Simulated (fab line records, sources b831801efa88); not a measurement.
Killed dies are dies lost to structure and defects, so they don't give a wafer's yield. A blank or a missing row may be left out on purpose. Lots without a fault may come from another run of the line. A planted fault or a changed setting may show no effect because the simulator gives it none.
Chamber matching | flow sky130 | SKY_CONTACT_CMP_04 on cmp-02: 4 sister chambers
The step polishes SiO2. 14 wafers are shown with their chamber, then 7 later ones without.

WAFERS WITH THEIR CHAMBER
wafer  | chamber | motor_current_A (A) | time_to_endpoint_s (s)
L184.1 | 1       | 12.8                | 73
L184.2 | 2       | 11.5                | 78
L184.4 | 0       | 12.9                | 81
L187.3 | 1       | 12.3                | 77
L187.5 | 2       | 11.5                | 80
L187.6 | 1       | 12.3                | 79
L190.2 | 1       | 13.2                | 73
L190.5 | 1       | 12.1                | 75
L192.3 | 3       | 12.7                | 76
L194.3 | 1       | 12.7                | 78
L194.4 | 2       | 11.9                | 82
L194.6 | 0       | 12.0                | 79
L196.1 | 0       | 12.2                | 78
L196.2 | 3       | 12.7                | 82

SIGNATURES (means of the wafers above)
reading            | chamber 0 | chamber 1 | chamber 2 | chamber 3 | scatter within a chamber
motor_current_A    | 12.367    | 12.567    | 11.633    | 12.700    | 0.372
time_to_endpoint_s | 79.33     | 75.83     | 80.00     | 79.00     | 2.52
Rule: a wafer's distance from a chamber is the root of the sum, over the readings, of the square of ((its reading less the chamber's mean) divided by the reading's scatter). The wafer belongs to the nearest chamber; if the next one is less than 2 further off, it can't be placed. The scatter: the root of (the sum of the squares of (reading less its chamber's mean) over the shown wafers, divided by (wafers less chambers)).

WAFERS WITHOUT THEIR CHAMBER
wafer  | motor_current_A (A) | time_to_endpoint_s (s)
L196.3 | 12.4                | 75
L198.1 | 12.5                | 81
L198.3 | 12.0                | 83
L198.4 | 13.1                | 84
L202.4 | 12.5                | 90
L202.5 | 12.6                | 79
L202.6 | 12.6                | 89

WHICH CHAMBER EACH WENT THROUGH
wafer  | from the rows above               | in truth
L196.3 | can't be placed: 1 or 0 or 3      | 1
L198.1 | can't be placed: 0 or 3 or 1 or 2 | 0
L198.3 | can't be placed: 2 or 0 or 3 or 1 | 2
L198.4 | can't be placed: 3 or 0 or 1 or 2 | 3
L202.4 | can't be placed: 0 or 3 or 2 or 1 | 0
L202.5 | can't be placed: 3 or 0 or 1      | 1
L202.6 | can't be placed: 0 or 3 or 2 or 1 | 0
Placed correctly: 0 of 7. Can't be placed from these rows: 7 (the true chamber is among the candidates in 7). Placed wrongly: 0.
